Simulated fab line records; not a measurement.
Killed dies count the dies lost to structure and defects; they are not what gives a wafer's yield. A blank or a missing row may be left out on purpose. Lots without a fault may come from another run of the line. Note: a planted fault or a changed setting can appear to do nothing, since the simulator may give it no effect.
fab line records	flow sky130
[record] lots = 5	wafers = 14	lastDay = 50
route steps=708 shown POLY_CUT@317 SD_P@320 PAD_OPEN@708
lots that met no fault: taken from a fault-free run of the same line
startH: hours from the record's first day to the start of the lot's first wafer shown	waitH: hours elapsed since this lot's preceding step	" same as the row above	L1.1+2: one row covering several wafers at once	- no value, or no start was given	* or withheld: withheld	< > ~ a bound
route shown NAME@n: names a module that has steps shown in the file, with the first one's number in the route	usual: mean/standard deviation taken from wafers without a fault	same: alike in all rows	chamber/n: place in a boat	sites: readings site by site	_std_site: standard deviation across them	_edge_site: inner sites' mean taken away from outer sites' mean	radiusMm: how far each site lies from the wafer's centre	mask NAME#n: copy n	behind: the last tool/chamber to shape the wafer	hold: reason for holding the lot/hours on hold/outcome of the hold	device: names the non-switching transistor (n, p or np)	end of line: the route-end tests of the same wafers	where a step has no rows: the recipe by itself	killed: count of dies lost to structure and defects at first sort (not the wafer's yield)	map: a wafer's dies, x killed, . not, _ none there
set.NAME: the run value of the setting; set.NAME@STEP: its run value at that earlier step	model.NAME: the simulator's own value behind a step, which no gauge read
a table for each step, a row for each wafer; lots at some steps of the route
services: from which hour (startH, from the record's first day; less than 0 if before it) a tool's chamber was out of use, for how many hours, and why
[[steps]]
[step SKY_POLY_CUT_ETCH_10]
[recipe] chemistry = N2/H2	target = BARC	ionEnergyEv = 200	sourceW = 500	biasW = 100	pressureMtorr = 30	n2FlowSccm = 100	h2FlowSccm = 200	stopOn = SiO2	timeS = 45.9	targetDepthA = 600
[usual] drypumpMotorCurrentA = 5.6/0.33	oesProductAu = 0.855/0.0045	throttleValvePct = 13.226/0.0079
lot.wafer	tool	chamber	startH	waitH	drypumpMotorCurrentA	oesProductAu	rfHoursCounterH	throttleValvePct
L900.2	rieDiel-04	3	569.93	0.0	5.9	0.858	4	13.226
L900.3	"	0	"	"	5.8	0.849	7	13.226
L900.4	"	2	"	"	5.6	0.859	5	13.234
L904.4	rieDiel-02	0	600.53	0.0	5.6	0.861	-	13.222
L904.5	"	2	"	"	5.2	0.853	-	13.226
L904.6	"	1	"	"	5.7	0.854	-	13.217
L906.2	rieDiel-04	1	633.82	0.0	5.6	0.859	15	13.226
L906.6	"	3	"	"	5.9	0.855	-	13.230
L918.1	rieDiel-03	2	714.92	0.0	5.0	0.856	20	13.220
L918.3	"	3	"	"	6.2	0.853	18	13.223
L918.5	"	1	"	"	5.9	0.854	-	13.217
L921.1	rieDiel-02	2	741.61	0.0	5.2	0.858	3	13.232
L921.2	"	0	"	"	5.6	0.853	25	13.234
L921.6	"	3	"	"	5.2	0.855	-	13.220
[step SKY_POLY_CUT_ETCH_11]
[recipe] target = Si3N4	chemistry = CF4/CH2F2/Ar	stopOn = poly-Si	sourceW = 600	biasW = 150	pressureMtorr = 40	cf4FlowSccm = 40	ch2f2FlowSccm = 20	Ar_flow_sccm = 150	timeS = 42.5	targetDepthA = 600
[usual] drypumpMotorCurrentA = 5.6/0.33	oesProductAu = 0.831/0.0062	throttleValvePct = 14.994/0.0092
lot.wafer	tool	chamber	startH	waitH	drypumpMotorCurrentA	oesProductAu	rfHoursCounterH	throttleValvePct
L900.2	rieDiel-04	3	569.98	0.0	5.9	0.836	4	14.995
L900.3	"	0	"	"	5.8	0.824	7	14.990
L900.4	"	2	"	"	5.6	0.828	5	14.986
L904.4	rieDiel-02	0	600.57	0.0	5.6	0.831	-	15.001
L904.5	"	2	"	"	5.2	0.828	-	14.984
L904.6	"	1	"	"	5.7	0.833	-	15.000
L906.2	rieDiel-04	1	633.87	0.0	5.6	0.824	15	14.997
L906.6	"	3	"	"	5.9	0.829	-	14.986
L918.1	rieDiel-03	2	714.97	0.0	5.0	0.838	20	14.981
L918.3	"	3	"	"	6.2	0.844	18	15.001
L918.5	"	1	"	"	5.9	0.829	-	14.984
L921.1	rieDiel-02	2	741.65	0.0	5.2	0.829	3	15.011
L921.2	"	0	"	"	5.6	0.842	25	14.993
L921.6	"	3	"	"	5.1	0.836	-	15.002
[step SKY_POLY_CUT_STRIP_12]
[recipe] chemistry = O2/N2	powerW = 1400	pressureMtorr = 1500	platenTempC = withheld	o2FlowSccm = 3000	n2FlowSccm = 300	overashFraction = 0.5
[usual] drypumpMotorCurrentA = 5.8/0.46	oesProductAu = 0.452/0.0047	stripTimeToEndpointS = 5.354/0.02
lot.wafer	tool	chamber	startH	waitH	drypumpMotorCurrentA	oesProductAu	rfHoursCounterH	stripTimeToEndpointS
L900.2	plasmaAsher-03	0	570.02	0.0	6.0	0.454	14	5.358
L900.3	"	1	"	"	5.6	0.452	-	5.317
L900.4	"	0	"	"	6.0	0.451	-	5.365
L904.4	plasmaAsher-02	1	600.63	0.0	5.5	0.452	-	5.369
L904.5	"	0	"	"	5.3	0.450	-	5.355
L904.6	"	1	"	"	5.5	0.446	-	5.343
L906.2	plasmaAsher-04	0	633.91	0.0	6.6	0.444	45	5.392
L906.6	"	0	"	"	6.6	0.447	-	5.336
L918.1	plasmaAsher-04	1	715.01	0.0	5.4	0.454	52	5.372
L918.3	"	0	"	"	6.6	0.450	-	5.369
L918.5	"	0	"	"	6.6	0.451	-	5.357
L921.1	plasmaAsher-04	0	741.69	0.0	6.6	0.460	56	5.396
L921.2	"	1	"	"	5.4	0.460	56	5.370
L921.6	"	0	"	"	6.6	0.457	-	5.390
[step SKY_SD_P_DEHYDRATE_00]
[recipe] tempC = 200	timeS = 60
[step SKY_SD_P_HMDS_01]
[recipe] primeTimeS = 60	primeTempC = 120
[step SKY_SD_P_COAT_02]
[recipe] resist = NOVOLAK	spinRpm = 3000	resistThkNm = 1140
[step SKY_SD_P_SOFTBAKE_03]
[recipe] tempC = 90	timeS = 60	resist = NOVOLAK
[step SKY_SD_P_EXPOSE_04]
[recipe] maskId = PSDM	na = 0.6	sourceShape = conventional	sigmaOuter = 0.6	polarization = unpolarized	targetCdNm = 380	doseMj = 138
[step SKY_SD_P_PEB_05]
[recipe] tempC = withheld	timeS = *	resist = NOVOLAK
[step SKY_SD_P_DEVELOP_06]
[recipe] resist = NOVOLAK	developer = TMAH	developTimeS = 60	devTempC = 23
[step SKY_SD_P_CD_MEAS_07]
[recipe] targetCdNm = 380
[usual] cdNm = 379/3
lot.wafer	tool	chamber	startH	waitH	cdNm
L900.2	cdSem-02	-	598.75	0.1	381
L900.3	"	-	"	"	380
L900.4	"	-	"	"	379
L904.4	cdSem-02	-	629.63	0.1	379
L904.5	"	-	"	"	379
L904.6	"	-	"	"	379
L906.2	cdSem-02	-	662.69	0.2	384
L906.6	"	-	"	"	379
L918.1	cdSem-02	-	741.99	0.1	383
L918.3	"	-	"	"	383
L918.5	"	-	"	"	383
L921.1	cdSem-02	-	770.37	0.1	379
L921.2	"	-	"	"	378
L921.6	"	-	"	"	375
[step SKY_SD_P_OVL_MEAS_08]
[usual] SD_P_OVL = -0.1/1.3
lot.wafer	tool	chamber	startH	waitH	SD_P_OVL[nm]
L900.2	overlay-02	-	598.85	0.1	0.1
L900.3	"	-	"	"	0.5
L900.4	"	-	"	"	-0.2
L904.4	overlay-01	-	629.71	0.1	2.3
L904.5	"	-	"	"	2.1
L904.6	"	-	"	"	1.5
L906.2	overlay-01	-	662.80	0.1	-1.2
L906.6	"	-	"	"	-1.5
L918.1	overlay-02	-	742.11	0.1	1.3
L918.3	"	-	"	"	2.1
L918.5	"	-	"	"	0.7
L921.1	overlay-02	-	770.49	0.1	-0.2
L921.2	"	-	"	"	-0.5
L921.6	"	-	"	"	-0.5
[step SKY_SD_P_IMPLANT_09]
[recipe] species = BF2	energyKev = 20	doseCm2 = 3e+15	tiltDeg = 0
[usual] beamEnergyKeV = 20.000/0.0057	endStationPressureTorr = 1.38e-05/1.2e-06
[same] implantIonAmu = 49
lot.wafer	tool	chamber	startH	waitH	beamEnergyKeV	endStationPressureTorr
L900.2	implanter-02	0	598.93	0.1	19.997	1.29e-05
L900.3	"	0	"	"	19.992	1.38e-05
L900.4	"	0	"	"	20.008	1.31e-05
L904.4	implanter-02	0	629.80	0.1	20.002	1.45e-05
L904.5	"	0	"	"	20.006	1.28e-05
L904.6	"	0	"	"	20.003	1.29e-05
L906.2	implanter-02	0	662.85	0.0	20.000	1.26e-05
L906.6	"	0	"	"	20.000	1.29e-05
L918.1	implanter-02	0	742.15	0.0	19.991	1.42e-05
L918.3	"	0	"	"	19.999	1.27e-05
L918.5	"	0	"	"	19.997	1.25e-05
L921.1	implanter-03	0	770.53	0.0	20.004	1.28e-05
L921.2	"	0	"	"	19.994	1.27e-05
L921.6	"	0	"	"	20.006	1.31e-05
[step SKY_SD_P_STRIP_10]
[recipe] chemistry = O2/N2	powerW = 1400	pressureMtorr = 1500	platenTempC = withheld	o2FlowSccm = 3000	n2FlowSccm = 300	overashFraction = 0.5
[usual] drypumpMotorCurrentA = 5.7/0.41	oesProductAu = 0.617/0.0036	stripTimeToEndpointS = 17.49/0.042
lot.wafer	tool	chamber	startH	waitH	drypumpMotorCurrentA	oesProductAu	rfHoursCounterH	stripTimeToEndpointS
L900.2	plasmaAsher-04	1	599.18	0.2	5.4	0.613	42	17.47
L900.3	"	0	"	"	6.6	0.617	-	17.46
L900.4	"	1	"	"	5.4	0.619	-	17.48
L904.4	plasmaAsher-04	1	629.91	0.1	5.4	0.620	-	17.57
L904.5	"	0	"	"	6.6	0.614	-	17.58
L904.6	"	1	"	"	5.4	0.618	-	17.57
L906.2	plasmaAsher-02	0	662.98	0.1	5.4	0.617	97	17.36
L906.6	"	1	"	"	5.5	0.618	-	17.50
L918.1	plasmaAsher-04	1	742.30	0.1	5.4	0.618	56	17.47
L918.3	"	1	"	"	5.4	0.616	-	17.52
L918.5	"	1	"	"	5.4	0.614	-	17.53
L921.1	plasmaAsher-04	1	770.68	0.1	5.4	0.617	60	17.45
L921.2	"	0	"	"	6.6	0.616	60	17.45
L921.6	"	1	"	"	5.4	0.618	-	17.49
[step SKY_SD_P_TW_MEAS_11]
[usual] SD_P_TW = 2809/28
lot.wafer	tool	chamber	startH	waitH	SD_P_TW
L900.2	filmMetro-04	-	599.35	0.1	2837
L900.3	"	-	"	"	2824
L900.4	"	-	"	"	2841
L904.4	filmMetro-04	-	630.00	0.1	2850
L904.5	"	-	"	"	2842
L904.6	"	-	"	"	2846
L906.2	filmMetro-01	-	663.09	0.1	2749
L906.6	"	-	"	"	2772
L918.1	filmMetro-01	-	742.40	0.1	2749
L918.3	"	-	"	"	2781
L918.5	"	-	"	"	2767
L921.1	filmMetro-04	-	770.78	0.1	2858
L921.2	"	-	"	"	2822
L921.6	"	-	"	"	2842
[step SKY_PAD_OPEN_PROBE_99]
[usual] killed_at_M0_to_M3 = 44/7.7	killed_at_M4_up = 3.0/1.9	killedAtContacts = 25/5.6	killedAtFrontEnd = 15/4.6	killedAtOther = 0.3/0.47	killedDies = 86/9.9	killedOpen = 47/7.4	killedShort = 39/5.9
[same] grossDies = 492	killedAtBackSide = 0
lot.wafer	tool	chamber	startH	waitH	killed_at_M0_to_M3	killed_at_M4_up	killedAtContacts	killedAtFrontEnd	killedAtOther	killedDies	killedOpen	killedShort	model.etest.resHighPo.rsOhmSqRange	model.etest.resPdiff.rsOhmSqRange	model.etest.pfet_01v8.driveUaUmRange
L900.2	prober-02	-	1086.95	0.1	32	1	25	20	0	78	50	28	3.103	6.312	8.341
L900.3	prober-02	-	1087.00	0.2	43	4	21	10	0	78	42	36	11.9	7.414	9.64
L900.4	prober-02	-	1087.05	0.2	50	4	29	14	0	97	51	46	7.629	4.258	8.905
L904.4	prober-01	-	1107.76	0.2	37	5	31	10	1	84	37	47	6.552	3.771	9.683
L904.5	prober-01	-	1107.81	0.2	50	4	41	14	0	109	63	46	5.761	4.191	5.212
L904.6	prober-01	-	1107.86	0.2	49	2	24	24	0	99	53	46	9.081	3.607	6.012
L906.2	prober-02	-	1133.10	0.1	35	7	32	9	0	83	41	42	38.75	12.12	11.5
L906.6	prober-02	-	1133.30	0.2	36	1	27	13	1	78	42	36	5.094	5.433	6.058
L918.1	prober-01	-	1183.01	0.1	39	6	29	16	1	91	48	43	8.071	5.615	5.012
L918.3	prober-01	-	1183.11	0.2	53	4	28	8	0	93	53	40	6.148	5.598	9.178
L918.5	prober-01	-	1183.21	0.2	45	4	23	5	0	77	40	37	8.311	5.458	8.24
L921.1	prober-02	-	1199.07	0.1	49	1	21	19	1	91	55	36	6.576	3.046	4.762
L921.2	prober-02	-	1199.12	0.1	40	4	15	10	0	69	31	38	5.813	3.924	8.666
L921.6	prober-02	-	1199.32	0.2	26	5	14	14	0	59	33	26	4.664	2.637	7.149
// killed by level:class
L900.2 CONTACT:geometricParticle:open=12 LI_CONTACT:geometricParticle:open=7 FIELD_ISO:geometricParticle:open=6 VIA1:geometricParticle:short=6 VIA2:geometricParticle:open=5 VIA3:geometricParticle:open=5 POLY_CUT:geometricParticle:open=4 LOCAL_INTERCONNECT:geometricParticle:short=4
L900.3 VIA1:geometricParticle:open=11 CONTACT:geometricParticle:open=10 METAL1:geometricParticle:short=6 VIA3:geometricParticle:open=6 VIA3:geometricParticle:short=5 LI_CONTACT:geometricParticle:open=4 FIELD_ISO:geometricParticle:open=3 POLY_GATE:geometricParticle:short=3
L900.4 CONTACT:geometricParticle:open=12 VIA1:geometricParticle:open=12 METAL1:geometricParticle:short=10 POLY_GATE:geometricParticle:open=7 LI_CONTACT:geometricParticle:open=6 METAL2:geometricParticle:short=6 CONTACT:geometricParticle:short=5 VIA1:geometricParticle:short=5
L904.4 LI_CONTACT:geometricParticle:open=10 CONTACT:geometricParticle:open=8 VIA1:geometricParticle:open=6 VIA3:geometricParticle:open=6 LOCAL_INTERCONNECT:geometricParticle:short=5 CONTACT:geometricParticle:short=5 METAL2:geometricParticle:short=5 METAL4:geometricParticle:short=4
L904.5 LI_CONTACT:geometricParticle:open=15 VIA1:geometricParticle:open=13 VIA3:geometricParticle:open=9 CONTACT:geometricParticle:open=7 LI_CONTACT:geometricParticle:short=6 CONTACT:geometricParticle:short=6 METAL2:geometricParticle:short=6 VIA2:geometricParticle:open=6
L904.6 VIA1:geometricParticle:open=10 CONTACT:geometricParticle:open=9 POLY_GATE:geometricParticle:open=8 VIA3:geometricParticle:open=8 LOCAL_INTERCONNECT:geometricParticle:short=7 METAL1:geometricParticle:short=6 VIA1:geometricParticle:short=6 VIA2:geometricParticle:open=6
L906.2 LI_CONTACT:geometricParticle:open=10 LOCAL_INTERCONNECT:geometricParticle:short=9 CONTACT:geometricParticle:short=7 VIA1:geometricParticle:open=6 VIA3:geometricParticle:open=6 METAL4:geometricParticle:short=5 VIA1:geometricParticle:short=4 POLY_GATE:geometricParticle:short=3
L906.6 LI_CONTACT:geometricParticle:open=9 CONTACT:geometricParticle:open=9 METAL1:geometricParticle:short=6 VIA2:geometricParticle:open=6 FIELD_ISO:geometricParticle:short=5 VIA3:geometricParticle:open=5 LOCAL_INTERCONNECT:geometricParticle:short=4 VIA1:geometricParticle:short=4
L918.1 CONTACT:geometricParticle:short=8 CONTACT:geometricParticle:open=7 LI_CONTACT:geometricParticle:open=6 METAL1:geometricParticle:short=6 VIA1:geometricParticle:open=6 FIELD_ISO:geometricParticle:short=5 VIA2:geometricParticle:open=5 VIA3:geometricParticle:open=5
L918.3 VIA1:geometricParticle:open=13 CONTACT:geometricParticle:open=11 LI_CONTACT:geometricParticle:open=10 VIA2:geometricParticle:open=9 METAL2:geometricParticle:short=8 METAL1:geometricParticle:short=6 FIELD_ISO:geometricParticle:short=4 VIA1:geometricParticle:short=4
L918.5 CONTACT:geometricParticle:open=9 VIA1:geometricParticle:open=8 VIA2:geometricParticle:open=8 METAL2:geometricParticle:short=7 LI_CONTACT:geometricParticle:open=6 VIA3:geometricParticle:open=4 CONTACT:geometricParticle:short=4 VIA1:geometricParticle:short=4
L921.1 VIA1:geometricParticle:open=12 METAL2:geometricParticle:short=8 CONTACT:geometricParticle:open=7 METAL3:geometricParticle:short=5 VIA1:geometricParticle:short=5 VIA2:geometricParticle:open=5 VIA3:geometricParticle:open=5 FIELD_ISO:geometricParticle:open=4
L921.2 VIA2:geometricParticle:open=7 POLY_GATE:geometricParticle:short=6 METAL1:geometricParticle:short=5 CONTACT:geometricParticle:open=5 VIA1:geometricParticle:open=5 METAL3:geometricParticle:short=5 VIA1:geometricParticle:short=4 METAL2:geometricParticle:short=4
L921.6 VIA1:geometricParticle:open=8 LI_CONTACT:geometricParticle:open=6 VIA1:geometricParticle:short=6 CONTACT:geometricParticle:short=4 POLY_GATE:geometricParticle:short=3 SPACER:geometricParticle:open=3 VIA3:geometricParticle:open=3 METAL4:geometricParticle:open=3
[[services]]
tool	chamber	startH	hours	kind
rieDiel-03	-	572.54	1.4	repair
rieDiel-03	3	587.73	8.7	repair
rieDiel-04	0	593.29	18.3	repair
rieDiel-03	1	595.48	6.3	repair
rieDiel-04	-	596.74	0.6	repair
rieDiel-04	3	606.90	3.2	repair
implanter-03	-	628.94	1.4	repair
implanter-03	-	652.18	2.7	repair
plasmaAsher-02	-	657.29	1.4	repair
rieDiel-02	1	669.32	3.1	repair
implanter-03	-	671.24	2.1	repair
plasmaAsher-04	-	688.12	7.9	repair
rieDiel-02	2	690.47	8.0	repair
rieDiel-04	1	697.48	1.6	repair
implanter-03	-	699.19	3.1	pm
plasmaAsher-03	-	714.82	41.4	repair
implanter-03	-	725.31	3.4	repair
rieDiel-02	-	727.50	2.8	pm
rieDiel-02	-	732.92	0.5	repair
plasmaAsher-02	-	733.75	9.0	pm
rieDiel-03	-	734.95	5.1	repair
rieDiel-04	3	738.80	15.7	repair
rieDiel-02	2	755.35	5.4	repair
rieDiel-03	-	768.26	4.0	pm
[[key]]
[firstSign] step = SKY_SD_P_STRIP_10	reading = stripTimeToEndpointS	direction = down	sigmas = 3.1	usual = *	struck = *
effect none on later readings
[modelEffect] step = SKY_PAD_OPEN_PROBE_99	value = etest.resHighPo.rsOhmSqRange	without = 3.389	struck = 38.75
metAt SKY_SD_P_IMPLANT_09
struckWafers L906.2
testerLeftOut L906
onsetBetween 629.80 662.85
[fault] kind = processParameterDrift	tool = implanter-02	chamber = -	onsetH = 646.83	steps = SKY_SD_P_IMPLANT_09	channel = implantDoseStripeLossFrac	offset = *	shape = step	endH = 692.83	scope = struckWafersOnly
// testerLeftOut: of these lots the tester's yield and bins aren't shown, on N5 and GAA mostly nor the transistor test; their killed dies are dies lost to structure and defects alone, not to doping, threshold or leakage, so they don't give the yield
